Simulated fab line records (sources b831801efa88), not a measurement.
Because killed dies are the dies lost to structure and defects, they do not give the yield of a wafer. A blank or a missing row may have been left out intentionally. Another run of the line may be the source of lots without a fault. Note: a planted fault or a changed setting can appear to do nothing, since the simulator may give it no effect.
What tool caused it? || flow gf180mcu || 42 wafers from 14 lots sampled at 5 of the route's 602 steps

WHAT THE GAUGES READ, wafer by wafer
GF_STI_THK_MEAS_02.
{"lot": "L961", "measured": "day 1 11:31", "on": "film-metro-04", "STI_OXIDATION_THK (nm)": "10.32 10.21 10.22"}
{"lot": "L962", "measured": "day 1 17:01", "on": "film-metro-02", "STI_OXIDATION_THK (nm)": "9.95 10.01 10.00"}
{"lot": "L963", "measured": "day 1 23:47", "on": "film-metro-03", "STI_OXIDATION_THK (nm)": "10.27 10.22 10.09"}
{"lot": "L964", "measured": "day 2 03:42", "on": "film-metro-02", "STI_OXIDATION_THK (nm)": "10.21 10.22 10.19"}
{"lot": "L965", "measured": "day 2 09:09", "on": "film-metro-04", "STI_OXIDATION_THK (nm)": "9.91 10.04 10.00"}
{"lot": "L966", "measured": "day 2 12:56", "on": "film-metro-04", "STI_OXIDATION_THK (nm)": "9.97 9.97 9.77"}
{"lot": "L970", "measured": "day 3 09:01", "on": "film-metro-03", "STI_OXIDATION_THK (nm)": "9.85 9.71 9.77"}
{"lot": "L971", "measured": "day 3 15:44", "on": "film-metro-02", "STI_OXIDATION_THK (nm)": "10.42 10.20 10.42"}
{"lot": "L973", "measured": "day 3 23:31", "on": "film-metro-04", "STI_OXIDATION_THK (nm)": "9.94 10.18 10.22"}
{"lot": "L976", "measured": "day 4 15:47", "on": "film-metro-03", "STI_OXIDATION_THK (nm)": "10.09 10.21 10.17"}
{"lot": "L979", "measured": "day 5 05:51", "on": "film-metro-04", "STI_OXIDATION_THK (nm)": "9.77 9.96 9.86"}
{"lot": "L982", "measured": "day 5 21:40", "on": "film-metro-03", "STI_OXIDATION_THK (nm)": "9.97 10.08 10.15"}
{"lot": "L983", "measured": "day 6 01:33", "on": "film-metro-02", "STI_OXIDATION_THK (nm)": "9.82 9.78 9.87"}
{"lot": "L984", "measured": "day 6 06:31", "on": "film-metro-04", "STI_OXIDATION_THK (nm)": "9.87 9.76 9.78"}

GF_STI_THK_MEAS_22.
{"lot": "L961", "measured": "day 2 04:50", "on": "film-metro-04", "STI_OXIDATION_01_THK (nm)": "15.23 15.39 14.96"}
{"lot": "L962", "measured": "day 2 10:17", "on": "film-metro-04", "STI_OXIDATION_01_THK (nm)": "14.96 14.95 15.02"}
{"lot": "L963", "measured": "day 2 18:14", "on": "film-metro-02", "STI_OXIDATION_01_THK (nm)": "15.00 15.13 15.10"}
{"lot": "L964", "measured": "day 2 19:56", "on": "film-metro-03", "STI_OXIDATION_01_THK (nm)": "14.39 14.41 14.59"}
{"lot": "L965", "measured": "day 3 01:29", "on": "film-metro-03", "STI_OXIDATION_01_THK (nm)": "14.65 14.42 14.73"}
{"lot": "L966", "measured": "day 3 05:32", "on": "film-metro-03", "STI_OXIDATION_01_THK (nm)": "14.93 14.82 15.01"}
{"lot": "L970", "measured": "day 4 02:08", "on": "film-metro-03", "STI_OXIDATION_01_THK (nm)": "14.82 14.70 14.79"}
{"lot": "L971", "measured": "day 4 09:06", "on": "film-metro-04", "STI_OXIDATION_01_THK (nm)": "14.94 15.14 15.16"}
{"lot": "L973", "measured": "day 4 16:55", "on": "film-metro-04", "STI_OXIDATION_01_THK (nm)": "15.14 14.98 15.02"}
{"lot": "L976", "measured": "day 5 09:40", "on": "film-metro-03", "STI_OXIDATION_01_THK (nm)": "14.80 14.60 14.57"}
{"lot": "L979", "measured": "day 6 00:08", "on": "film-metro-03", "STI_OXIDATION_01_THK (nm)": "15.06 15.13 15.27"}
{"lot": "L982", "measured": "day 6 16:15", "on": "film-metro-02", "STI_OXIDATION_01_THK (nm)": "14.70 14.70 14.51"}
{"lot": "L983", "measured": "day 6 20:35", "on": "film-metro-02", "STI_OXIDATION_01_THK (nm)": "14.68 14.78 14.90"}
{"lot": "L984", "measured": "day 7 02:05", "on": "film-metro-02", "STI_OXIDATION_01_THK (nm)": "15.06 15.27 15.59"}

GF_MVPSD_TW_MEAS_11.
{"lot": "L961", "measured": "day 4 23:40", "on": "film-metro-01", "MVPSD_TW": "562 561 561"}
{"lot": "L962", "measured": "day 5 09:26", "on": "film-metro-03", "MVPSD_TW": "550 548 551"}
{"lot": "L963", "measured": "day 5 16:52", "on": "film-metro-04", "MVPSD_TW": "566 561 562"}
{"lot": "L964", "measured": "day 5 19:40", "on": "film-metro-03", "MVPSD_TW": "549 552 551"}
{"lot": "L965", "measured": "day 6 02:45", "on": "film-metro-03", "MVPSD_TW": "548 549 553"}
{"lot": "L966", "measured": "day 6 05:55", "on": "film-metro-04", "MVPSD_TW": "566 566 568"}
{"lot": "L970", "measured": "day 7 06:13", "on": "film-metro-04", "MVPSD_TW": "563 564 564"}
{"lot": "L971", "measured": "day 7 15:01", "on": "film-metro-03", "MVPSD_TW": "551 548 552"}
{"lot": "L973", "measured": "day 8 00:03", "on": "film-metro-01", "MVPSD_TW": "559 557 556"}
{"lot": "L976", "measured": "day 8 18:51", "on": "film-metro-03", "MVPSD_TW": "548 549 550"}
{"lot": "L979", "measured": "day 9 11:49", "on": "film-metro-01", "MVPSD_TW": "560 560 562"}
{"lot": "L982", "measured": "day 10 05:20", "on": "film-metro-03", "MVPSD_TW": "548 548 550"}
{"lot": "L983", "measured": "day 10 11:14", "on": "film-metro-04", "MVPSD_TW": "569 568 569"}
{"lot": "L984", "measured": "day 10 17:58", "on": "film-metro-01", "MVPSD_TW": "561 561 563"}

GF_VT_IMPLANT_RS_MEAS_48: measurement is done with a four-point probe.
{"lot": "L961", "measured": "day 7 11:32", "on": "film-metro-01", "LVPWELL_RS (ohm/sq)": "1197.9 1199.2 1198.9"}
{"lot": "L962", "measured": "day 7 23:02", "on": "film-metro-03", "LVPWELL_RS (ohm/sq)": "1201.2 1193.4 1198.9"}
{"lot": "L963", "measured": "day 8 08:09", "on": "film-metro-03", "LVPWELL_RS (ohm/sq)": "1198.3 1196.9 1196.4"}
{"lot": "L964", "measured": "day 8 10:52", "on": "film-metro-03", "LVPWELL_RS (ohm/sq)": "1195.9 1194.3 1198.4"}
{"lot": "L965", "measured": "day 8 19:04", "on": "film-metro-04", "LVPWELL_RS (ohm/sq)": "1191.7 1193.9 1194.3"}
{"lot": "L966", "measured": "day 8 22:21", "on": "film-metro-03", "LVPWELL_RS (ohm/sq)": "1197.8 1195.1 1197.5"}
{"lot": "L970", "measured": "day 9 23:26", "on": "film-metro-01", "LVPWELL_RS (ohm/sq)": "1200.4 1199.0 1199.3"}
{"lot": "L971", "measured": "day 10 09:37", "on": "film-metro-01", "LVPWELL_RS (ohm/sq)": "1161.4 1163.0 1162.0"}
{"lot": "L973", "measured": "day 10 20:04", "on": "film-metro-04", "LVPWELL_RS (ohm/sq)": "1162.6 1161.3 1158.1"}
{"lot": "L976", "measured": "day 11 16:44", "on": "film-metro-03", "LVPWELL_RS (ohm/sq)": "1193.7 1192.1 1193.5"}
{"lot": "L979", "measured": "day 12 11:56", "on": "film-metro-04", "LVPWELL_RS (ohm/sq)": "1198.9 1195.3 1197.7"}
{"lot": "L982", "measured": "day 13 08:35", "on": "film-metro-03", "LVPWELL_RS (ohm/sq)": "1202.2 1201.0 1200.4"}
{"lot": "L983", "measured": "day 13 14:46", "on": "film-metro-04", "LVPWELL_RS (ohm/sq)": "1198.1 1196.6 1194.2"}
{"lot": "L984", "measured": "day 14 00:25", "on": "film-metro-03", "LVPWELL_RS (ohm/sq)": "1198.3 1198.1 1198.3"}

EACH LOT AND THE TOOL THAT RAN IT (in order: tool; ch and the chambers of the sampled wafers; start)
{"lot": "L961", "GF_LVPWELL_IMPLANT_09": "implanter-01 ch 0, day 3 20:32"}
{"lot": "L962", "GF_LVPWELL_IMPLANT_09": "implanter-04 ch 0, day 4 04:50"}
{"lot": "L963", "GF_LVPWELL_IMPLANT_09": "implanter-02 ch 0, day 4 11:56"}
{"lot": "L964", "GF_LVPWELL_IMPLANT_09": "implanter-02 ch 0, day 4 15:01"}
{"lot": "L965", "GF_LVPWELL_IMPLANT_09": "implanter-02 ch 0, day 4 20:58"}
{"lot": "L966", "GF_LVPWELL_IMPLANT_09": "implanter-02 ch 0, day 5 00:11"}
{"lot": "L970", "GF_LVPWELL_IMPLANT_09": "implanter-01 ch 0, day 5 23:01"}
{"lot": "L971", "GF_LVPWELL_IMPLANT_09": "implanter-02 ch 0, day 6 07:06"}
{"lot": "L973", "GF_LVPWELL_IMPLANT_09": "implanter-02 ch 0, day 6 15:57"}
{"lot": "L976", "GF_LVPWELL_IMPLANT_09": "implanter-01 ch 0, day 7 09:53"}
{"lot": "L979", "GF_LVPWELL_IMPLANT_09": "implanter-04 ch 0, day 8 02:53"}
{"lot": "L982", "GF_LVPWELL_IMPLANT_09": "implanter-04 ch 0, day 8 19:29"}
{"lot": "L983", "GF_LVPWELL_IMPLANT_09": "implanter-02 ch 0, day 9 00:19"}
{"lot": "L984", "GF_LVPWELL_IMPLANT_09": "implanter-02 ch 0, day 9 07:27"}
- GF_LVPWELL_IMPLANT_09

AS READ BY THE TOOLS THEMSELVES (means over the sampled wafers that have a number; for cases with no such wafer, the mark the record gives instead)
GF_LVPWELL_IMPLANT_09.
{"lot": "L961", "tool": "implanter-01", "beam-energy-keV": 60.012, "beam-on-s (s)": 10.03, "faraday-current-uA": 28.1}
{"lot": "L962", "tool": "implanter-04", "beam-energy-keV": 59.981, "beam-on-s (s)": 9.90, "faraday-current-uA": 28.5}
{"lot": "L963", "tool": "implanter-02", "beam-energy-keV": 59.996, "beam-on-s (s)": 10.21, "faraday-current-uA": 27.5}
{"lot": "L964", "tool": "implanter-02", "beam-energy-keV": 60.007, "beam-on-s (s)": 9.86, "faraday-current-uA": 28.6}
{"lot": "L965", "tool": "implanter-02", "beam-energy-keV": 59.991, "beam-on-s (s)": 9.95, "faraday-current-uA": 28.4}
{"lot": "L966", "tool": "implanter-02", "beam-energy-keV": 60.014, "beam-on-s (s)": 10.00, "faraday-current-uA": 28.2}
{"lot": "L970", "tool": "implanter-01", "beam-energy-keV": 60.022, "beam-on-s (s)": 9.97, "faraday-current-uA": 28.3}
{"lot": "L971", "tool": "implanter-02", "beam-energy-keV": 59.991, "beam-on-s (s)": 11.65, "faraday-current-uA": 24.2}
{"lot": "L973", "tool": "implanter-02", "beam-energy-keV": 59.982, "beam-on-s (s)": 11.77, "faraday-current-uA": 23.9}
{"lot": "L976", "tool": "implanter-01", "beam-energy-keV": 59.998, "beam-on-s (s)": 9.88, "faraday-current-uA": 28.5}
{"lot": "L979", "tool": "implanter-04", "beam-energy-keV": 59.997, "beam-on-s (s)": 10.26, "faraday-current-uA": 27.5}
{"lot": "L982", "tool": "implanter-04", "beam-energy-keV": 59.979, "beam-on-s (s)": 10.14, "faraday-current-uA": 27.9}
{"lot": "L983", "tool": "implanter-02", "beam-energy-keV": 59.993, "beam-on-s (s)": 9.84, "faraday-current-uA": 28.5}
{"lot": "L984", "tool": "implanter-02", "beam-energy-keV": 60.010, "beam-on-s (s)": 10.20, "faraday-current-uA": 27.7}

THE ANSWER, worked out from the rows above alone
Rule: what is usual is taken from the lots themselves. The widest of any qualifying gaps counts: lots, ordered by their means at a reading, are off when they make up no more than a third of the lots, leave a main group of 4 or more, and stand apart from it by 3 or more times the standard deviation of that group's means. If all means in a main group match to the digits the tables above print for the reading, that group is not used. Also off: a lot with no number at a reading for which 4 or more lots have one. The other lots that the step has rows for count as sound. First the gauges in route order, then the tools' own readings, where a lot's mean is used as printed above. At the first step where some lot is off, the reading lying furthest off is the one used; lots without a number count as furthest.
Off: L971, L973, seen at GF_VT_IMPLANT_RS_MEAS_48 (LVPWELL_RS). Main group: mean 1197.1 ohm/sq, sd 2.2.
A tool fits if, at a process step before that reading, it ran every lot that is off, and no sound lot after the first of them. Not tried: the gauges at GF_VT_IMPLANT_RS_MEAS_48; whatever is off there is also off at GF_LVPWELL_IMPLANT_09, on other tools, and gauge error can't account for it. Not one of the candidates tried fits.

WHAT THE SIMULATOR HAD INSERTED
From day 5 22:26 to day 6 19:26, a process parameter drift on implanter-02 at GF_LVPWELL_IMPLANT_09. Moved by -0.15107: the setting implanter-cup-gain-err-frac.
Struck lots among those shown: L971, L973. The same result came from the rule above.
